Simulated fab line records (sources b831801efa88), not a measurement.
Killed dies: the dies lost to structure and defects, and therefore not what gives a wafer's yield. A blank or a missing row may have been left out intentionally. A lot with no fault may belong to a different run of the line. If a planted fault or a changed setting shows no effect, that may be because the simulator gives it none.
fab line records    flow sky130
record lots=24  wafers=72  last-day=50
route steps=708 shown VT_ADJUST_HVTR@139 SD_P@328 METAL1@453 VIA2@527 METAL4@598
lots that met no fault: from a run of the same line without faults
start-h: hours from the record's opening day to when the first of the lot's shown wafers began    wait-h: hours elapsed since this lot's preceding step    " same as the row above    L1.1+2: a row that stands for several wafers    - no value, or no start given    * or withheld: withheld    < > ~ a bound
route shown NAME@n: NAME is a module with steps in the file, n the number in the route of the first one    usual: average and standard deviation across the fault-free wafers    same: alike in all rows    chamber/n: place in a boat    sites: the reading at each site    _std_site: standard deviation of those values    _edge_site: the outer-site mean with the inner-site mean subtracted    radius-mm: for every site, how far away it sits from the centre of the wafer    mask NAME#n: copy n    behind: the most recent tool/chamber to have shaped the wafer    hold: the reason the lot was held/the length of the hold in hours/how it ended    device: whichever transistor did not switch (one of n, p or np)    end of line: at the end of the route, the tests of the same wafers    a step given without rows: its recipe and nothing more    killed: the dies lost at the first sort to structure and to defects; this is not the yield of the wafer    map: dies across one wafer; x = killed, . = not, _ = none there
set.NAME: the setting that was run; set.NAME@STEP: the one run at that earlier step    model.NAME: the simulator's own value behind a step, which no gauge read
one table for each step of the route and one row for each wafer, over a sample of lots
services: the hour from which a tool's chamber was out of use, counted from the record's first day as start-h (under 0 if before that day), plus the number of hours and why
## steps
# step SKY_VT_ADJUST_HVTR_OVL_MEAS_08
# usual VT_ADJUST_HVTR_OVL=0.5/1.5
lot.wafer  tool        chamber  start-h  wait-h  VT_ADJUST_HVTR_OVL[nm]
L074.3     overlay-02  -        204.67   0.1     0.5
L074.4     "           -        "        "       0.8
L074.6     "           -        "        "       1.1
L075.1     overlay-02  -        213.56   0.1     0.6
L075.2     "           -        "        "       1.5
L075.4     "           -        "        "       1.7
L077.1     overlay-01  -        222.46   0.1     -1.7
L077.4     "           -        "        "       -1.2
L077.5     "           -        "        "       -2.7
L076.3     overlay-02  -        223.32   0.1     4.4
L076.4     "           -        "        "       2.4
L076.6     "           -        "        "       3.1
L078.2     overlay-02  -        229.06   0.1     1.5
L078.5     "           -        "        "       0.7
L078.6     "           -        "        "       2.6
L079.1     overlay-01  -        238.36   0.1     2.3
L079.2     "           -        "        "       1.8
L079.6     "           -        "        "       -0.2
L080.3     overlay-02  -        248.97   0.1     2.0
L080.4     "           -        "        "       0.6
L080.6     "           -        "        "       1.8
L081.1     overlay-01  -        251.16   0.1     -0.4
L081.3     "           -        "        "       -0.4
L081.5     "           -        "        "       -0.1
L082.1     overlay-02  -        258.00   0.1     0.7
L082.3     "           -        "        "       1.1
L082.5     "           -        "        "       1.0
L083.1     overlay-01  -        265.21   0.1     1.1
L083.3     "           -        "        "       -0.7
L083.5     "           -        "        "       -1.8
L084.1     overlay-01  -        272.81   0.1     0.0
L084.2     "           -        "        "       0.5
L084.6     "           -        "        "       1.9
L085.2     overlay-02  -        277.71   0.1     1.1
L085.3     "           -        "        "       0.4
L085.5     "           -        "        "       1.4
L086.1     overlay-01  -        285.11   0.1     -0.7
L086.5     "           -        "        "       1.7
L086.6     "           -        "        "       0.0
L087.3     overlay-02  -        291.77   0.1     0.0
L087.4     "           -        "        "       0.7
L087.6     "           -        "        "       -0.2
L088.1     overlay-01  -        297.06   0.1     -2.0
L088.4     "           -        "        "       -3.4
L088.6     "           -        "        "       -1.3
L089.1     overlay-01  -        309.06   0.1     1.6
L089.5     "           -        "        "       0.3
L089.6     "           -        "        "       1.7
L090.1     overlay-02  -        313.06   0.1     -0.9
L090.3     "           -        "        "       0.4
L090.6     "           -        "        "       0.2
L091.3     overlay-01  -        321.37   0.1     2.6
L091.4     "           -        "        "       2.4
L091.6     "           -        "        "       1.2
L092.1     overlay-02  -        329.56   0.1     1.2
L092.4     "           -        "        "       0.5
L092.5     "           -        "        "       0.8
L093.2     overlay-01  -        335.61   0.1     0.0
L093.5     "           -        "        "       0.0
L093.6     "           -        "        "       1.2
L094.1     overlay-01  -        355.86   0.1     -2.1
L094.2     "           -        "        "       0.0
L094.6     "           -        "        "       -0.8
L095.1     overlay-02  -        376.79   0.1     -1.3
L095.4     "           -        "        "       0.9
L095.6     "           -        "        "       -1.3
L096.2     overlay-02  -        378.66   0.1     0.5
L096.5     "           -        "        "       0.8
L096.6     "           -        "        "       0.2
L097.3     overlay-01  -        379.51   0.1     4.8
L097.5     "           -        "        "       3.0
L097.6     "           -        "        "       3.6
# step SKY_SD_P_OVL_MEAS_08
# usual SD_P_OVL=0.5/1.3
lot.wafer  tool        chamber  start-h  wait-h  SD_P_OVL[nm]
L074.3     overlay-02  -        595.72   0.1     0.1
L074.4     "           -        "        "       0.4
L074.6     "           -        "        "       -0.2
L076.3     overlay-02  -        608.31   0.1     -0.4
L076.4     "           -        "        "       -0.3
L076.6     "           -        "        "       -0.3
L077.1     overlay-02  -        611.79   0.1     -0.8
L077.4     "           -        "        "       -0.3
L077.5     "           -        "        "       -1.5
L075.1     overlay-01  -        612.69   0.1     0.6
L075.2     "           -        "        "       1.6
L075.4     "           -        "        "       1.5
L078.2     overlay-02  -        613.11   0.1     -0.3
L078.5     "           -        "        "       -1.1
L078.6     "           -        "        "       0.1
L079.1     overlay-02  -        634.76   0.1     3.3
L079.2     "           -        "        "       -0.4
L079.6     "           -        "        "       1.2
L080.3     overlay-02  -        642.31   0.1     0.4
L080.4     "           -        "        "       -2.4
L080.6     "           -        "        "       -1.3
L081.1     overlay-01  -        645.54   0.1     2.2
L081.3     "           -        "        "       0.7
L081.5     "           -        "        "       3.4
L082.1     overlay-01  -        653.40   0.1     1.8
L082.3     "           -        "        "       1.7
L082.5     "           -        "        "       1.4
L083.1     overlay-01  -        657.44   0.1     0.5
L083.3     "           -        "        "       0.1
L083.5     "           -        "        "       1.3
L084.1     overlay-02  -        663.95   0.1     1.3
L084.2     "           -        "        "       0.7
L084.6     "           -        "        "       0.8
L085.2     overlay-02  -        671.31   0.1     0.5
L085.3     "           -        "        "       -0.9
L085.5     "           -        "        "       -0.2
L086.1     overlay-02  -        679.46   0.1     1.5
L086.5     "           -        "        "       1.0
L086.6     "           -        "        "       -0.9
L087.3     overlay-01  -        685.07   0.1     1.3
L087.4     "           -        "        "       0.8
L087.6     "           -        "        "       1.2
L088.1     overlay-01  -        690.44   0.1     -1.3
L088.4     "           -        "        "       -0.4
L088.6     "           -        "        "       -0.3
L089.1     overlay-02  -        706.55   0.1     -1.1
L089.5     "           -        "        "       -1.7
L089.6     "           -        "        "       -0.8
L090.1     overlay-01  -        710.71   0.1     -1.4
L090.3     "           -        "        "       -1.6
L090.6     "           -        "        "       -1.6
L091.3     overlay-01  -        721.31   0.1     0.5
L091.4     "           -        "        "       0.4
L091.6     "           -        "        "       1.9
L092.1     overlay-01  -        729.90   0.1     3.0
L092.4     "           -        "        "       2.9
L092.5     "           -        "        "       4.2
L093.2     overlay-01  -        733.75   0.1     1.1
L093.5     "           -        "        "       1.8
L093.6     "           -        "        "       2.2
L094.1     overlay-02  -        754.06   0.1     2.7
L094.2     "           -        "        "       1.6
L094.6     "           -        "        "       1.2
L095.1     overlay-02  -        770.29   0.1     -0.3
L095.4     "           -        "        "       0.0
L095.6     "           -        "        "       0.3
L097.3     overlay-01  -        772.47   0.1     -0.5
L097.5     "           -        "        "       -0.7
L097.6     "           -        "        "       0.3
L096.2     overlay-01  -        773.06   0.1     2.1
L096.5     "           -        "        "       2.1
L096.6     "           -        "        "       2.2
# step SKY_METAL1_METAL_ETCH_19
# recipe target-depth-a=3600  stop-on=SiO2  over-etch-frac=0.3  time-s=78  chemistry=Cl2/BCl3  resist-sidewall-deg=88  pressure-mtorr=10  icp-w=900  bias-w=48.5  Cl2_flow_sccm=60  bcl3-flow-sccm=30
# usual drypump-motor-current-A=5.62/0.18  oes-product-au=0.853/0.0059  throttle-valve-pct=22.266/0.0088
lot.wafer  tool          chamber  start-h  wait-h  drypump-motor-current-A  oes-product-au  rf-hours-counter-h  throttle-valve-pct
L074.3     rie-metal-02  1        768.37   0.1     5.65                     0.858           -                   22.269
L074.4     "             0        "        "       5.77                     0.851           -                   22.261
L074.6     "             1        "        "       5.66                     0.854           -                   22.251
L076.3     rie-metal-02  1        781.92   0.1     5.62                     0.856           -                   22.262
L076.4     "             0        "        "       5.78                     0.859           -                   22.248
L076.6     "             1        "        "       5.69                     0.860           -                   22.274
L077.1     rie-metal-02  0        783.13   0.0     5.76                     0.857           12                  22.275
L077.4     "             0        "        "       5.79                     0.851           -                   22.274
L077.5     "             1        "        "       5.65                     0.852           -                   22.272
L075.1     rie-metal-04  0        785.93   0.0     5.65                     0.843           10                  22.269
L075.2     "             1        "        "       5.48                     0.851           13                  22.265
L075.4     "             1        "        "       5.48                     0.849           -                   22.261
L078.2     rie-metal-02  1        786.89   0.0     5.64                     0.853           4                   22.258
L078.5     "             1        "        "       5.62                     0.848           -                   22.248
L078.6     "             0        "        "       5.78                     0.856           -                   22.262
L079.1     rie-metal-01  0        806.73   0.0     5.19                     0.864           9                   22.276
L079.2     "             1        "        "       5.78                     0.866           5                   22.282
L079.6     "             1        "        "       5.80                     0.865           -                   22.269
L080.3     rie-metal-02  1        813.26   0.1     5.65                     0.847           -                   22.254
L080.4     "             0        "        "       5.74                     0.848           -                   22.276
L080.6     "             0        "        "       5.79                     0.853           -                   22.273
L081.1     rie-metal-02  1        815.74   0.0     5.66                     0.844           5                   22.248
L081.3     "             0        "        "       5.77                     0.839           -                   22.261
L081.5     "             1        "        "       5.64                     0.850           -                   22.253
L082.1     rie-metal-02  0        821.78   0.0     5.79                     0.861           13                  22.257
L082.3     "             1        "        "       5.64                     0.855           -                   22.262
L082.5     "             0        "        "       5.77                     0.861           -                   22.264
L083.1     rie-metal-04  0        824.88   0.0     5.63                     0.858           11                  22.278
L083.3     "             1        "        "       5.52                     0.853           -                   22.280
L083.5     "             0        "        "       5.63                     0.851           -                   22.249
L084.1     rie-metal-04  1        832.03   0.1     5.49                     0.853           15                  22.272
L084.2     "             1        "        "       5.50                     0.847           -                   22.274
L084.6     "             1        "        "       5.50                     0.858           -                   22.267
L085.2     rie-metal-02  1        839.48   0.0     5.67                     0.855           5                   22.264
L085.3     "             0        "        "       5.77                     0.856           -                   22.281
L085.5     "             0        "        "       5.77                     0.865           -                   22.268
L086.1     rie-metal-04  1        848.22   0.1     5.48                     0.856           17                  22.265
L086.5     "             1        "        "       5.49                     0.854           -                   22.257
L086.6     "             1        "        "       5.48                     0.856           -                   22.255
L087.3     rie-metal-02  1        851.06   0.1     5.66                     0.844           -                   22.264
L087.4     "             0        "        "       5.81                     0.855           -                   22.276
L087.6     "             0        "        "       5.76                     0.843           -                   22.258
L088.1     rie-metal-02  1        855.63   0.0     5.64                     0.846           6                   22.266
L088.4     "             1        "        "       5.65                     0.843           -                   22.279
L088.6     "             1        "        "       5.65                     0.843           -                   22.278
L089.1     rie-metal-01  0        872.68   0.0     5.19                     0.857           11                  22.272
L089.5     "             1        "        "       5.77                     0.854           -                   22.264
L089.6     "             0        "        "       5.19                     0.858           -                   22.268
L090.1     rie-metal-04  0        875.63   0.0     5.61                     0.857           13                  22.273
L090.3     "             0        "        "       5.63                     0.849           -                   22.279
L090.6     "             1        "        "       5.46                     0.852           -                   22.247
L091.3     rie-metal-02  0        884.87   0.1     5.80                     0.856           -                   22.282
L091.4     "             1        "        "       5.65                     0.860           -                   22.273
L091.6     "             1        "        "       5.65                     0.856           -                   22.259
L092.1     rie-metal-01  0        892.58   0.0     5.19                     0.851           11                  22.273
L092.4     "             0        "        "       5.19                     0.859           -                   22.260
L092.5     "             0        "        "       5.18                     0.853           -                   22.256
L093.2     rie-metal-04  1        897.68   0.0     5.48                     0.860           18                  22.280
L093.5     "             1        "        "       5.49                     0.847           -                   22.271
L093.6     "             0        "        "       5.61                     0.856           -                   22.273
L094.1     rie-metal-01  1        914.89   0.0     5.76                     0.855           9                   22.252
L094.2     "             0        "        "       5.19                     0.848           12                  22.254
L094.6     "             0        "        "       5.20                     0.858           -                   22.272
L095.1     rie-metal-04  0        929.58   0.1     5.63                     0.852           16                  22.271
L095.4     "             0        "        "       5.63                     0.847           -                   22.254
L095.6     "             0        "        "       5.62                     0.855           -                   22.261
L097.3     rie-metal-01  1        932.31   0.1     5.78                     0.849           -                   22.278
L097.5     "             1        "        "       5.79                     0.858           -                   22.259
L097.6     "             0        "        "       5.18                     0.864           -                   22.269
L096.2     rie-metal-02  0        934.18   0.0     5.78                     0.861           18                  22.262
L096.5     "             1        "        "       5.64                     0.850           -                   22.260
L096.6     "             0        "        "       5.78                     0.852           -                   22.255
# step SKY_VIA2_SPUTTER_20
# recipe material=TiN  target-thk-nm=20  chamber-pressure-pa=5  power-w=4000  time-s=80
# usual chamber-pressure-pa=4.998/0.01  throttle-valve-pct=30.3/0.92
lot.wafer  tool            chamber  start-h  wait-h  chamber-pressure-pa  throttle-valve-pct
L074.3     pvd-sputter-04  -        852.03   0.0     4.995                29.3
L074.4     "               -        "        "       4.984                30.6
L074.6     "               -        "        "       4.997                31.2
L076.3     pvd-sputter-04  -        864.59   0.0     5.003                31.2
L076.4     "               -        "        "       5.003                31.0
L076.6     "               -        "        "       5.014                30.9
L077.1     pvd-sputter-01  -        864.74   0.0     4.994                31.4
L077.4     "               -        "        "       5.016                31.2
L077.5     "               -        "        "       4.987                29.3
L075.1     pvd-sputter-04  -        869.04   0.0     4.997                30.9
L075.2     "               -        "        "       4.997                30.8
L075.4     "               -        "        "       5.018                29.4
L078.2     pvd-sputter-01  -        869.74   0.0     5.009                31.3
L078.5     "               -        "        "       5.002                29.4
L078.6     "               -        "        "       5.019                28.8
L079.1     pvd-sputter-03  -        887.69   0.0     4.993                31.2
L079.2     "               -        "        "       4.983                30.9
L079.6     "               -        "        "       5.009                29.5
L080.3     pvd-sputter-01  -        895.78   0.0     4.989                31.0
L080.4     "               -        "        "       4.976                28.8
L080.6     "               -        "        "       4.992                31.0
L081.1     pvd-sputter-03  -        898.07   0.0     5.001                31.3
L081.3     "               -        "        "       5.016                29.2
L081.5     "               -        "        "       4.993                28.8
L082.1     pvd-sputter-01  -        903.10   0.0     5.008                31.0
L082.3     "               -        "        "       5.002                31.4
L082.5     "               -        "        "       4.988                31.3
L083.1     pvd-sputter-04  -        907.00   0.0     5.005                29.5
L083.3     "               -        "        "       5.001                31.1
L083.5     "               -        "        "       4.989                29.2
L084.1     pvd-sputter-04  -        913.39   0.0     4.990                30.8
L084.2     "               -        "        "       5.002                30.9
L084.6     "               -        "        "       4.990                30.8
L085.2     pvd-sputter-01  -        920.04   0.0     4.997                31.2
L085.3     "               -        "        "       4.991                28.9
L085.5     "               -        "        "       4.991                31.0
L086.1     pvd-sputter-01  -        929.46   0.0     4.996                29.0
L086.5     "               -        "        "       4.980                31.1
L086.6     "               -        "        "       5.007                28.9
L087.3     pvd-sputter-04  -        932.10   0.0     5.009                30.6
L087.4     "               -        "        "       4.999                31.2
L087.6     "               -        "        "       4.986                30.9
L088.1     pvd-sputter-04  -        936.70   0.0     4.998                30.9
L088.4     "               -        "        "       5.008                31.0
L088.6     "               -        "        "       4.993                30.9
L089.1     pvd-sputter-01  -        951.99   0.0     4.972                29.0
L089.5     "               -        "        "       5.002                28.8
L089.6     "               -        "        "       4.999                31.1
L090.1     pvd-sputter-01  -        954.29   0.0     4.992                29.3
L090.3     "               -        "        "       5.001                31.1
L090.6     "               -        "        "       4.987                28.9
L091.3     pvd-sputter-01  -        964.37   0.0     4.979                28.9
L091.4     "               -        "        "       4.995                31.3
L091.6     "               -        "        "       4.988                31.1
L092.1     pvd-sputter-03  -        970.99   0.0     4.995                31.0
L092.4     "               -        "        "       5.000                29.6
L092.5     "               -        "        "       4.981                28.3
L093.2     pvd-sputter-04  -        975.98   0.0     4.974                30.9
L093.5     "               -        "        "       4.985                30.6
L093.6     "               -        "        "       5.015                30.6
L094.1     pvd-sputter-03  -        991.78   0.0     5.004                29.4
L094.2     "               -        "        "       4.980                30.7
L094.6     "               -        "        "       5.008                29.3
L095.1     pvd-sputter-04  -        1007.64  0.0     4.990                31.0
L095.4     "               -        "        "       5.002                30.8
L095.6     "               -        "        "       5.018                31.2
L097.3     pvd-sputter-04  -        1008.35  0.0     4.994                30.9
L097.5     "               -        "        "       4.998                30.9
L097.6     "               -        "        "       4.997                29.4
L096.2     pvd-sputter-04  -        1009.27  0.0     4.996                30.7
L096.5     "               -        "        "       5.002                30.9
L096.6     "               -        "        "       4.999                31.0
# step SKY_METAL4_SPUTTER_00
# recipe material=Ti  target-thk-nm=15  power-w=3000  time-s=10  chamber-pressure-pa=0.4
# usual chamber-pressure-pa=0.4000/0.00072  throttle-valve-pct=30.3/0.92
lot.wafer  tool            chamber  start-h  wait-h  chamber-pressure-pa  throttle-valve-pct
L074.3     pvd-sputter-03  -        932.44   0.1     0.3997               29.3
L074.4     "               -        "        "       0.4001               31.3
L074.6     "               -        "        "       0.3990               31.2
L076.3     pvd-sputter-03  -        943.14   0.2     0.4003               29.6
L076.4     "               -        "        "       0.4001               31.1
L076.6     "               -        "        "       0.3993               30.8
L077.1     pvd-sputter-01  -        945.59   0.2     0.3995               29.0
L077.4     "               -        "        "       0.4005               28.9
L077.5     "               -        "        "       0.3988               30.9
L075.1     pvd-sputter-01  -        948.13   0.2     0.3990               29.2
L075.2     "               -        "        "       0.4000               31.1
L075.4     "               -        "        "       0.3997               31.0
L078.2     pvd-sputter-03  -        948.85   0.1     0.4018               29.0
L078.5     "               -        "        "       0.4018               31.3
L078.6     "               -        "        "       0.4010               29.4
L079.1     pvd-sputter-01  -        965.76   0.1     0.4001               31.1
L079.2     "               -        "        "       0.4013               29.3
L079.6     "               -        "        "       0.4009               28.8
L080.3     pvd-sputter-03  -        972.95   0.1     0.3990               31.0
L080.4     "               -        "        "       0.4010               29.5
L080.6     "               -        "        "       0.4012               28.5
L081.1     pvd-sputter-04  -        975.40   0.2     0.4002               31.1
L081.3     "               -        "        "       0.3996               31.1
L081.5     "               -        "        "       0.4015               30.6
L082.1     pvd-sputter-04  -        979.89   0.2     0.3993               31.0
L082.3     "               -        "        "       0.3994               31.1
L082.5     "               -        "        "       0.4006               31.0
L083.1     pvd-sputter-03  -        983.34   0.2     0.3999               31.1
L083.3     "               -        "        "       0.3996               28.5
L083.5     "               -        "        "       0.4002               31.3
L084.1     pvd-sputter-03  -        990.68   0.1     0.4007               28.6
L084.2     "               -        "        "       0.4002               31.1
L084.6     "               -        "        "       0.4007               29.4
L085.2     pvd-sputter-04  -        997.14   0.2     0.3999               29.6
L085.3     "               -        "        "       0.3998               30.9
L085.5     "               -        "        "       0.4001               31.0
L086.1     pvd-sputter-03  -        1005.89  0.2     0.4010               31.1
L086.5     "               -        "        "       0.4005               30.9
L086.6     "               -        "        "       0.4007               31.1
L087.3     pvd-sputter-04  -        1007.02  0.1     0.4008               30.9
L087.4     "               -        "        "       0.4000               30.4
L087.6     "               -        "        "       0.4003               29.3
L088.1     pvd-sputter-03  -        1011.35  0.2     0.4004               31.3
L088.4     "               -        "        "       0.3990               30.6
L088.6     "               -        "        "       0.4009               31.2
L089.1     pvd-sputter-04  -        1027.25  0.1     0.4006               30.9
L089.5     "               -        "        "       0.3989               29.4
L089.6     "               -        "        "       0.3998               30.8
L090.1     pvd-sputter-03  -        1030.54  0.1     0.3982               29.1
L090.3     "               -        "        "       0.4002               31.4
L090.6     "               -        "        "       0.4004               30.9
L091.3     pvd-sputter-04  -        1039.00  0.2     0.4008               29.2
L091.4     "               -        "        "       0.3991               30.6
L091.6     "               -        "        "       0.4002               31.0
L092.1     pvd-sputter-01  -        1043.75  0.1     0.3999               31.1
L092.4     "               -        "        "       0.3993               28.9
L092.5     "               -        "        "       0.3994               29.1
L093.2     pvd-sputter-04  -        1048.58  0.1     0.4003               29.3
L093.5     "               -        "        "       0.3995               31.0
L093.6     "               -        "        "       0.4010               29.3
L094.1     pvd-sputter-04  -        1063.30  0.2     0.3990               30.9
L094.2     "               -        "        "       0.4005               29.6
L094.6     "               -        "        "       0.3997               30.8
L095.1     pvd-sputter-04  -        1079.66  0.1     0.4008               29.4
L095.4     "               -        "        "       0.4000               30.9
L095.6     "               -        "        "       0.4003               31.0
L097.3     pvd-sputter-01  -        1080.15  0.2     0.4008               29.0
L097.5     "               -        "        "       0.3993               30.9
L097.6     "               -        "        "       0.4007               29.1
L096.2     pvd-sputter-01  -        1080.45  0.1     0.4013               31.2
L096.5     "               -        "        "       0.4005               31.3
L096.6     "               -        "        "       0.4012               29.1
# step SKY_METAL4_SPUTTER_01
# recipe material=TiN  target-thk-nm=20  power-w=6500  time-s=16.7  chamber-pressure-pa=0.4
# usual chamber-pressure-pa=0.4001/0.00079  throttle-valve-pct=30.3/0.92
lot.wafer  tool            chamber  start-h  wait-h  chamber-pressure-pa  throttle-valve-pct
L074.3     pvd-sputter-03  -        932.46   0.0     0.4016               29.5
L074.4     "               -        "        "       0.3999               31.5
L074.6     "               -        "        "       0.4003               31.2
L076.3     pvd-sputter-03  -        943.16   0.0     0.4007               29.5
L076.4     "               -        "        "       0.3997               31.3
L076.6     "               -        "        "       0.3997               30.8
L077.1     pvd-sputter-01  -        945.61   0.0     0.3997               28.9
L077.4     "               -        "        "       0.4009               29.0
L077.5     "               -        "        "       0.3992               31.3
L075.1     pvd-sputter-01  -        948.15   0.0     0.4007               29.3
L075.2     "               -        "        "       0.4009               31.2
L075.4     "               -        "        "       0.4003               31.0
L078.2     pvd-sputter-03  -        948.87   0.0     0.3997               29.1
L078.5     "               -        "        "       0.4011               31.5
L078.6     "               -        "        "       0.4002               29.1
L079.1     pvd-sputter-01  -        965.78   0.0     0.3995               30.6
L079.2     "               -        "        "       0.3998               29.0
L079.6     "               -        "        "       0.4012               29.1
L080.3     pvd-sputter-03  -        972.97   0.0     0.4028               30.8
L080.4     "               -        "        "       0.3987               29.2
L080.6     "               -        "        "       0.4000               28.6
L081.1     pvd-sputter-04  -        975.42   0.0     0.3998               30.9
L081.3     "               -        "        "       0.3999               30.9
L081.5     "               -        "        "       0.4004               30.8
L082.1     pvd-sputter-04  -        979.91   0.0     0.3999               30.8
L082.3     "               -        "        "       0.4012               30.9
L082.5     "               -        "        "       0.4001               31.1
L083.1     pvd-sputter-03  -        983.36   0.0     0.3990               31.0
L083.3     "               -        "        "       0.4010               28.7
L083.5     "               -        "        "       0.3995               31.2
L084.1     pvd-sputter-03  -        990.70   0.0     0.3986               28.5
L084.2     "               -        "        "       0.3998               31.1
L084.6     "               -        "        "       0.3997               29.2
L085.2     pvd-sputter-04  -        997.17   0.0     0.4010               29.5
L085.3     "               -        "        "       0.3999               30.6
L085.5     "               -        "        "       0.4003               31.0
L086.1     pvd-sputter-03  -        1005.91  0.0     0.4004               31.0
L086.5     "               -        "        "       0.4000               30.7
L086.6     "               -        "        "       0.4001               31.3
L087.3     pvd-sputter-04  -        1007.04  0.0     0.3996               30.9
L087.4     "               -        "        "       0.3991               30.8
L087.6     "               -        "        "       0.3998               29.5
L088.1     pvd-sputter-03  -        1011.37  0.0     0.3998               30.9
L088.4     "               -        "        "       0.4010               31.2
L088.6     "               -        "        "       0.4003               31.0
L089.1     pvd-sputter-04  -        1027.27  0.0     0.4013               30.4
L089.5     "               -        "        "       0.4009               29.4
L089.6     "               -        "        "       0.4008               31.0
L090.1     pvd-sputter-03  -        1030.56  0.0     0.4005               29.6
L090.3     "               -        "        "       0.3985               31.0
L090.6     "               -        "        "       0.3999               30.8
L091.3     pvd-sputter-04  -        1039.02  0.0     0.4009               29.6
L091.4     "               -        "        "       0.4001               30.7
L091.6     "               -        "        "       0.4008               31.1
L092.1     pvd-sputter-01  -        1043.78  0.0     0.3997               31.0
L092.4     "               -        "        "       0.3995               28.7
L092.5     "               -        "        "       0.4002               29.1
L093.2     pvd-sputter-04  -        1048.60  0.0     0.4011               29.4
L093.5     "               -        "        "       0.4000               30.9
L093.6     "               -        "        "       0.4005               29.5
L094.1     pvd-sputter-04  -        1063.32  0.0     0.3987               31.0
L094.2     "               -        "        "       0.4006               29.4
L094.6     "               -        "        "       0.3997               30.9
L095.1     pvd-sputter-04  -        1079.68  0.0     0.3994               29.6
L095.4     "               -        "        "       0.3993               30.6
L095.6     "               -        "        "       0.4012               31.0
L097.3     pvd-sputter-01  -        1080.17  0.0     0.4004               29.2
L097.5     "               -        "        "       0.4003               31.3
L097.6     "               -        "        "       0.4000               29.2
L096.2     pvd-sputter-01  -        1080.47  0.0     0.4013               31.1
L096.5     "               -        "        "       0.4000               31.3
L096.6     "               -        "        "       0.3996               29.3
## services
tool            chamber  start-h  hours  kind
pvd-sputter-03  1        754.41   -      consumable-replace:kit
pvd-sputter-03  1        754.41   18.0   scheduled-down
pvd-sputter-03  1        754.41   18.0   vent-cycle
rie-metal-04    -        756.29   1.4    pm
rie-metal-01    -        824.38   2.8    pm
pvd-sputter-01  -        827.98   10.1   repair
rie-metal-04    0        830.44   20.5   repair
rie-metal-01    0        841.92   1.0    repair
pvd-sputter-01  -        850.88   5.4    repair
pvd-sputter-03  -        862.52   24.1   repair
rie-metal-04    1        886.57   9.0    repair
pvd-sputter-03  -        937.20   3.6    repair
rie-metal-02    -        950.38   5.2    repair
rie-metal-04    0        953.71   1.1    repair
pvd-sputter-01  -        969.70   1.8    repair
pvd-sputter-04  2        971.81   -      consumable-replace:kit
pvd-sputter-04  2        971.81   18.0   scheduled-down
pvd-sputter-04  2        971.81   18.0   vent-cycle
pvd-sputter-01  -        974.84   60.0   repair
rie-metal-02    0        978.26   2.7    repair
pvd-sputter-04  -        982.18   7.5    repair
rie-metal-02    -        1002.39  0.5    repair
pvd-sputter-04  -        1030.24  6.7    repair
rie-metal-04    0        1073.15  3.6    repair
## key
fault none
